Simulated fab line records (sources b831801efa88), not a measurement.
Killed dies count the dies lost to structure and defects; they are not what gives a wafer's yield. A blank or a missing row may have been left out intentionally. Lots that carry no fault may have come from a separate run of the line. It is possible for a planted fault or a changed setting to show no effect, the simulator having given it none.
Which tool is to blame? :: flow sfq line :: Sampling: 14 lots, 42 wafers, 2 of 325 route steps

== WHAT EACH GAUGE READ, for each wafer ==
SFQ_I2_OVL_MEAS_918. Usual: I2_OVL 1 nm, standard deviation 5.1.
lot: L646
measured: day 26 09:50
on: overlay-01
I2_OVL (nm): -8 -7 -11
flag: 

lot: L647
measured: day 27 00:25
on: overlay-01
I2_OVL (nm): -9 -9 -8
flag: 

lot: L648
measured: day 27 07:37
on: overlay-01
I2_OVL (nm): -9 1 -10
flag: 

lot: L650
measured: day 28 01:25
on: overlay-02
I2_OVL (nm): 3 -1 1
flag: 

lot: L657
measured: day 31 14:17
on: overlay-02
I2_OVL (nm): 7 4 3
flag: 

lot: L658
measured: day 31 15:29
on: overlay-02
I2_OVL (nm): 7 8 7
flag: 

lot: L660
measured: day 32 07:12
on: overlay-01
I2_OVL (nm): 1 1 3
flag: 

lot: L661
measured: day 32 15:36
on: overlay-02
I2_OVL (nm): 2 0 -7
flag: 

lot: L663
measured: day 33 02:25
on: overlay-01
I2_OVL (nm): 5 -2 -4
flag: 

lot: L665
measured: day 33 19:12
on: overlay-01
I2_OVL (nm): -2 1 2
flag: 

lot: L666
measured: day 34 07:20
on: overlay-01
I2_OVL (nm): 3 5 4
flag: 

lot: L667
measured: day 34 18:26
on: overlay-01
I2_OVL (nm): 11 7 2
flag: 

lot: L668
measured: day 34 22:35
on: overlay-02
I2_OVL (nm): -3 -4 -4
flag: 

lot: L669
measured: day 34 23:47
on: overlay-02
I2_OVL (nm): -2 -3 -4
flag: 

== WHAT TOOL EACH LOT RAN ON (gives the tool, then ch and the chambers of the sampled wafers, and finally the start) ==
lot: L646
SFQ_TRILAYER_M2_ETCH_METAL_ETCH_060: rie metal-01 ch 1, day 19 21:31

lot: L647
SFQ_TRILAYER_M2_ETCH_METAL_ETCH_060: rie metal-02 ch 0,1, day 20 08:17

lot: L648
SFQ_TRILAYER_M2_ETCH_METAL_ETCH_060: rie metal-04 ch 0,1, day 20 15:00

lot: L650
SFQ_TRILAYER_M2_ETCH_METAL_ETCH_060: rie metal-04 ch 0,1, day 21 08:55

lot: L657
SFQ_TRILAYER_M2_ETCH_METAL_ETCH_060: rie metal-04 ch 0,1, day 24 13:31

lot: L658
SFQ_TRILAYER_M2_ETCH_METAL_ETCH_060: rie metal-04 ch 0,1, day 24 15:55

lot: L660
SFQ_TRILAYER_M2_ETCH_METAL_ETCH_060: rie metal-02 ch 0, day 25 02:46

lot: L661
SFQ_TRILAYER_M2_ETCH_METAL_ETCH_060: rie metal-02 ch 0, day 25 18:44

lot: L663
SFQ_TRILAYER_M2_ETCH_METAL_ETCH_060: rie metal-02 ch 0,1, day 26 04:17

lot: L665
SFQ_TRILAYER_M2_ETCH_METAL_ETCH_060: rie metal-04 ch 0,1, day 27 02:11

lot: L666
SFQ_TRILAYER_M2_ETCH_METAL_ETCH_060: rie metal-01 ch 0,1, day 27 11:44

lot: L667
SFQ_TRILAYER_M2_ETCH_METAL_ETCH_060: rie metal-04 ch 0,1, day 27 21:53

lot: L668
SFQ_TRILAYER_M2_ETCH_METAL_ETCH_060: rie metal-01 ch 0,1, day 34 01:49

lot: L669
SFQ_TRILAYER_M2_ETCH_METAL_ETCH_060: rie metal-01 ch 1, day 34 11:19
- SFQ_TRILAYER_M2_ETCH_METAL_ETCH_060: etches Nb in Cl2/Ar, stops on SiO2, target depth 240 nm, time 120 s.

== AS READ BY THE TOOLS THEMSELVES (means over the sampled wafers that have a number; for cases with no such wafer, the mark the record gives instead) ==
SFQ_TRILAYER_M2_ETCH_METAL_ETCH_060. Usual: chamber pressure mTorr 10.001 mTorr, standard deviation 0.0091; drypump motor current A 5.31 A, standard deviation 0.2; oes product au 0.895 a.u., standard deviation 0.007.
lot: L646
tool: rie metal-01
chamber pressure mTorr (mTorr): 10.003
drypump motor current A (A): 5.61
oes product au (a.u.): 0.897
flag: 

lot: L647
tool: rie metal-02
chamber pressure mTorr (mTorr): 10.001
drypump motor current A (A): 5.27
oes product au (a.u.): 0.903
flag: 

lot: L648
tool: rie metal-04
chamber pressure mTorr (mTorr): 10.001
drypump motor current A (A): 5.18
oes product au (a.u.): 0.893
flag: 

lot: L650
tool: rie metal-04
chamber pressure mTorr (mTorr): 10.002
drypump motor current A (A): 5.18
oes product au (a.u.): 0.897
flag: 

lot: L657
tool: rie metal-04
chamber pressure mTorr (mTorr): 10.005
drypump motor current A (A): 5.19
oes product au (a.u.): 0.894
flag: 

lot: L658
tool: rie metal-04
chamber pressure mTorr (mTorr): 10.004
drypump motor current A (A): 5.32
oes product au (a.u.): 0.903
flag: 

lot: L660
tool: rie metal-02
chamber pressure mTorr (mTorr): 10.001
drypump motor current A (A): 5.27
oes product au (a.u.): 0.898
flag: 

lot: L661
tool: rie metal-02
chamber pressure mTorr (mTorr): 10.010
drypump motor current A (A): 5.28
oes product au (a.u.): 0.898
flag: 

lot: L663
tool: rie metal-02
chamber pressure mTorr (mTorr): 9.995
drypump motor current A (A): 5.27
oes product au (a.u.): 0.897
flag: 

lot: L665
tool: rie metal-04
chamber pressure mTorr (mTorr): 9.998
drypump motor current A (A): 5.30
oes product au (a.u.): 0.886
flag: 

lot: L666
tool: rie metal-01
chamber pressure mTorr (mTorr): 10.004
drypump motor current A (A): 5.48
oes product au (a.u.): 0.883
flag: 

lot: L667
tool: rie metal-04
chamber pressure mTorr (mTorr): 10.002
drypump motor current A (A): 5.31
oes product au (a.u.): 0.898
flag: 

lot: L668
tool: rie metal-01
chamber pressure mTorr (mTorr): 10.000
drypump motor current A (A): 5.49
oes product au (a.u.): 0.905
flag: 

lot: L669
tool: rie metal-01
chamber pressure mTorr (mTorr): 9.991
drypump motor current A (A): 5.63
oes product au (a.u.): 0.898
flag: 

== THE ANSWER, worked out from the rows above alone ==
Rule: a lot is off if the mean of its wafers that have a number lies more than 3 standard deviations from the usual mean. A lot without any number at a reading at which 4 lots or more have one is off too. Where the step has rows for the other lots, those lots are counted as sound. Order of review: gauges by route order, followed by the tools' own readings, for which a lot's mean as printed above is used. At the first step where some lot is off, the reading lying furthest off is the one used; lots without a number count as furthest.
Across all readings shown, no lot is off: no conclusion can be drawn from this.

== WHAT THE SIMULATOR HAD INSERTED ==
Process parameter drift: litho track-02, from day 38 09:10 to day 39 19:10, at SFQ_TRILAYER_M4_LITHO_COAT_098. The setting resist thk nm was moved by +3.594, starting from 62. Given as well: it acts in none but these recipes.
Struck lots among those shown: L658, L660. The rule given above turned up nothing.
